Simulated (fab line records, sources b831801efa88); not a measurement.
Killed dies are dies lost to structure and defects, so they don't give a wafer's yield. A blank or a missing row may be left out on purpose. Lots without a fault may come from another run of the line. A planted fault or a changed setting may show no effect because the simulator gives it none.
One fault seen from 2 desks | flow gf180mcu | each desk has only its own numbers; what lay behind them comes last

THE METROLOGY DESK
What the gauges read, lot by lot, whatever tool the lot ran on: means of the sampled wafers that have a number. A lot is out of limits, marked OUT, if its mean lies more than 4 standard deviations from the usual mean; the brackets give that distance.
Columns: A = V2_CVD_00_THK at GF_V2_THK_MEAS_01, usual 602 nm; B = cd_nm at GF_M3_CD_MEAS_14, usual 280.1 nm
lot  | first seen here | A   | B
L820 | day 19 05:32    | 607 | 280.1
L822 | day 20 00:02    | 598 | 281.1
L823 | day 20 05:44    | 603 | 279.8
L831 | day 23 05:49    | 599 | 281.1
L832 | day 23 17:04    | 604 | 264.4 (-18) OUT
L833 | day 23 23:36    | 603 | 280.2
L834 | day 24 07:19    | 604 | 263.5 (-19) OUT
L837 | day 25 21:52    | 595 | 280.3
L840 | day 26 13:55    | 608 | 279.2
L841 | day 26 20:41    | 595 | 279.7
L842 | day 27 00:30    | 596 | 279.8
L843 | day 27 11:14    | 593 | 279.1
This desk's finding: out of limits on L832, L834; first on L832, day 25 15:08 (cd_nm at GF_M3_CD_MEAS_14). In limits: L820, L822, L823, L831, L833, L837, L840, L841, L842, L843.

THE TOOL OWNER'S DESK: krf_scanner-01
The tool's own readings at GF_M3_EXPOSE_11 (exposes mask Metal3, target cd 280 nm): means of the sampled wafers that have a number, for each lot that ran on this tool. A lot is out of limits, marked OUT, if its mean lies more than 4 standard deviations from the usual mean; the brackets give that distance.
Columns: A = exposure_dose_mJ_cm2 at GF_M3_EXPOSE_11, usual 28.09; B = stage_vel_mm_s at GF_M3_EXPOSE_11, usual 499.95 mm/s
lot  | first seen here | A     | B
L822 | day 21 15:29    | 28.15 | 499.86
L823 | day 21 20:17    | 28.15 | 499.66
L832 | day 25 04:10    | 28.12 | 500.01
L834 | day 25 19:04    | 28.17 | 500.13
L843 | day 28 18:43    | 28.17 | 499.77
This desk's finding: nothing out of limits on any of the 5 lots.

PUT TOGETHER
The metrology desk could have raised an alarm at day 25 15:08, on L832, L834.
The tool owner's desk saw nothing out of limits.
The tool owner's desk has L832, L834 on record, within its limits.
Of the lots named, all ran GF_M3_EXPOSE_11 on krf_scanner-01.

WHAT THE SIMULATOR HAD PUT IN
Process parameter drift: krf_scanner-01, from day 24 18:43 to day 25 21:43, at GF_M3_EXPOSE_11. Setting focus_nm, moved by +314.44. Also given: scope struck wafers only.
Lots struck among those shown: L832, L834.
Hours from the fault's start to each desk's first reading out of limits: the metrology desk, 20.
